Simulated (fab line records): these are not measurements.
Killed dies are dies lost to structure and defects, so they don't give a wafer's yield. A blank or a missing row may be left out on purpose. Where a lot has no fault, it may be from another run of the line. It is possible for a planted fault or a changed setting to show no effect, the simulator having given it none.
2 desks looking at one fault || flow gf180mcu || every desk sees just its own numbers, and what lay behind them comes last

TOOL OWNER'S DESK, implanter-04
The tool's own readings at GF_NWELL_IMPLANT_09: means of the sampled wafers that have a number, for each lot that ran on this tool. Marked OUT: a lot whose mean sits more than 4 standard deviations from the usual mean, which makes it out of limits; the brackets give that distance.
Columns: A = dose-ions-cm2 at GF_NWELL_IMPLANT_09, usual 3.999e+12; B = faraday-current-uA at GF_NWELL_IMPLANT_09, usual 22.5
{"lot": "L317", "first seen here": "day 3 12:57", "A": 4.004e+12, "B": 22.1}
{"lot": "L321", "first seen here": "day 4 10:33", "A": 3.996e+12, "B": 22.6}
{"lot": "L322", "first seen here": "day 4 14:49", "A": 3.995e+12, "B": 22.7}
{"lot": "L326", "first seen here": "day 5 13:28", "A": 4.002e+12, "B": 22.5}
{"lot": "L336", "first seen here": "day 7 21:05", "A": "6.621e+12 (+99 or more) OUT", "B": "37.3 (+32) OUT"}
{"lot": "L338", "first seen here": "day 8 06:43", "A": "6.628e+12 (+99 or more) OUT", "B": "37.4 (+32) OUT"}
This desk finds L336, L338 out of limits, L336 being first, at day 7 21:05 (dose-ions-cm2 at GF_NWELL_IMPLANT_09). L317, L321, L322, L326: within limits.

METROLOGY DESK
Lot by lot, what the gauges showed, no matter which tool ran the lot: averages of those sampled wafers that carry a number. Marked OUT: a lot whose mean sits more than 4 standard deviations from the usual mean, which makes it out of limits; the brackets give that distance.
Columns: A = NWELL_TW at GF_NWELL_TW_MEAS_11, usual 1578; B = NWELL_RS at GF_VT_IMPLANT_RS_MEAS_47, usual 488.3 ohm/sq; C = POLY_GATE_OXIDATION_THK at GF_POLY_GATE_THK_MEAS_17, usual 3.99 nm
{"lot": "L316", "first seen here": "day 3 10:18", "A": 1589, "B": 488.2, "C": 3.93}
{"lot": "L317", "first seen here": "day 3 13:12", "A": 1591, "B": 488.3, "C": 3.87}
{"lot": "L318", "first seen here": "day 3 18:22", "A": 1583, "B": 488.2, "C": 3.94}
{"lot": "L319", "first seen here": "day 4 00:09", "A": 1574, "B": 487.8, "C": 3.85}
{"lot": "L321", "first seen here": "day 4 10:48", "A": 1594, "B": 487.2, "C": 4.01}
{"lot": "L322", "first seen here": "day 4 15:04", "A": 1579, "B": 489.3, "C": 3.95}
{"lot": "L323", "first seen here": "day 4 22:01", "A": 1579, "B": 489.3, "C": 3.81}
{"lot": "L324", "first seen here": "day 5 04:38", "A": 1586, "B": 486.4, "C": 4.07}
{"lot": "L326", "first seen here": "day 5 13:43", "A": 1556, "B": 489.3, "C": 3.97}
{"lot": "L327", "first seen here": "day 5 20:51", "A": 1565, "B": 486.4, "C": 3.92}
{"lot": "L336", "first seen here": "day 7 21:19", "A": 1632, "B": "447.6 (-29) OUT", "C": 4.05}
{"lot": "L338", "first seen here": "day 8 06:58", "A": "1639 (+4.3) OUT", "B": "446.3 (-30) OUT", "C": 4.22}
This desk finds L336, L338 out of limits, with the earliest case on L338 at day 8 06:58 (NWELL_TW at GF_NWELL_TW_MEAS_11). L316, L317, L318, L319, L321, L322, L323, L324, L326, L327: within limits.

ALL TOGETHER
The tool owner's desk could have raised an alarm at day 7 21:05, on L336, L338.
On L336, L338, the metrology desk was in a position to raise an alarm at day 8 06:58.
On implanter-04, each named lot ran GF_NWELL_IMPLANT_09.

WHAT THE SIMULATOR HAD PUT IN
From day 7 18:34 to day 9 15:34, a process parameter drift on implanter-04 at GF_NWELL_IMPLANT_09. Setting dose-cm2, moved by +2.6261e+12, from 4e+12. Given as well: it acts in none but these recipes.
Struck lots among those shown: L336, L338.
Time in hours from fault onset to the first out-of-limits reading at each desk: tool owner's desk 3, metrology desk 12.
